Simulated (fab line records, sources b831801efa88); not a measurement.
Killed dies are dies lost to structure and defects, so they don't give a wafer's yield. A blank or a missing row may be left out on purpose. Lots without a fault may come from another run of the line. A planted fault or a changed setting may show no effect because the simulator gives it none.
A struck lot beside a sound one | flow sky130 | 16 steps out of a route of 708
Sound: wafers L192.1, L192.4, L192.5. Struck: wafers L191.3, L191.4, L191.5. The cause comes at the end.
At each step with rows: each side's tool, then ch and its chambers, then its first start. Under that, the readings that differ: sound wafers | struck wafers | difference of the means | sigmas: that difference in standard deviations of wafers without a fault.
alike: readings whose means differ by less than 2 such deviations, and words and numbers that are the same on both sides. not compared: withheld readings, readings that some wafer has no value for, bounds like >300 that may hide the same value, and numbers for which the record gives no deviation and whose values overlap.
The two part at a step that has a row with sigmas, a row that says differs or no value, or rows on one side only. Numbers that don't overlap but have no deviation are shown without sigmas and don't part them. A reading that every wafer of one side lacks parts them only if that side has two wafers or more.

first, 1 step without rows for these wafers: SKY_VIA4_HDPCVD_00 (deposits SiO2, target thk 1750 nm, time 291.7 s).
SKY_VIA4_THK_MEAS_01:
  sound on film_metro-04, day 45 10:06; struck on film_metro-03, day 45 05:37
  alike: VIA4_HDPCVD_THK
SKY_VIA4_CMP_02: polishes SiO2.
  sound on cmp-02 ch 0,3, day 45 10:27; struck on cmp-01 ch 0,1,2, day 45 05:43
  alike: motor_current_A, slurry_filter_dp_kPa
SKY_VIA4_BOW_MEAS_03:
  sound on film_metro-04, day 45 10:42; struck on film_metro-02, day 45 06:00
  alike: VIA4_BOW
then, 7 steps without rows for these wafers: SKY_VIA4_DEHYDRATE_04 (time 60 s); SKY_VIA4_HMDS_05 (prime time 60 s); SKY_VIA4_COAT_06 (resist thk 1140 nm); SKY_VIA4_SOFTBAKE_07 (time 60 s); SKY_VIA4_EXPOSE_08 (exposes mask VIM4, target cd 800 nm); SKY_VIA4_PEB_09; SKY_VIA4_DEVELOP_10 (develop time 60 s).
SKY_VIA4_OVL_MEAS_11:
  sound on overlay-01, day 46 07:40; struck on overlay-02, day 46 02:34
  alike: VIA4_OVL
SKY_VIA4_ETCH_12: etches SiO2 in C4F8/O2/Ar, stops on TiN, target depth 580 nm.
  sound on rie_diel-04 ch 1,2,3, day 46 07:43; struck on rie_diel-02 ch 0,2, day 46 02:35
  no value came back on the struck wafers for bias_w (W), chamber_pressure_mTorr (mTorr), oes_product_au (a.u.); on the sound wafers bias_w (W) reads 1205 1207 1200
  reading                                   | sound          | struck         | difference | sigmas
  model.NOVOLAK_of_VIA4_COAT_06.thk_nm (nm) | 1007 1004 1005 | 1139 1143 1137 | +134       |
SKY_VIA4_STRIP_13: strips in O2/N2.
  sound on plasma_asher-02 ch 0,1, day 46 07:47; struck on plasma_asher-04 ch 0,1, day 46 02:42
  reading                      | sound                | struck               | difference | sigmas
  strip_time_to_endpoint_s (s) | 12.848 12.773 12.802 | 14.155 14.212 14.158 | +1.367     | +47
  alike: drypump_motor_current_A, oes_product_au
  not compared: rf_hours_counter_h
then, 1 step without rows for these wafers: SKY_VIA4_STRIP_14 (strips in post etch residue remover, time 1200 s).
-- the record jumps here: 3 days lie between the struck wafers' starts before and after (it left off in module VIA4 and takes up again in module PAD_OPEN, whose first step shown is number 708 of the route) --
SKY_PAD_OPEN_PROBE_99:
  sound on prober-02, day 48 22:26; struck on prober-01, day 48 17:03
  reading                  | sound          | struck         | difference | sigmas
  defect_limited_yield (%) | 83.9 81.3 81.7 | 0 0 0          | -82        | -46
  killed_at_M4_up          | 2 4 7          | 405 404 402    | +399       | +99 or more
  killed_dies              | 79 92 90       | 492 492 492    | +405       | +45
  killed_on_rim            | 19 19 19       | 96 96 96       | +77        | +21
  sort_bin_5_function (%)  | 8.3 11.0 9.8   | 93.1 92.7 92.9 | +83.2      | +59
  sort_n_pass              | 413 400 402    | 0 0 0          | -405       | -45
  sort_yield_pct (%)       | 83.9 81.3 81.7 | 0 0 0          | -82        | -46
  alike: killed_at_M0_to_M3, killed_at_contacts, killed_at_front_end, killed_at_other, killed_open, killed_short, sort_bin_3_pad_short, sort_bin_6_memory

WHERE THEY PART
First at SKY_VIA4_ETCH_12; last, within this record, at SKY_PAD_OPEN_PROBE_99.

WHY: what the simulator had put in
Skipped step whole: rie_diel-02, from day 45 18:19 on, at SKY_VIA4_ETCH_12. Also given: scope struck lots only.
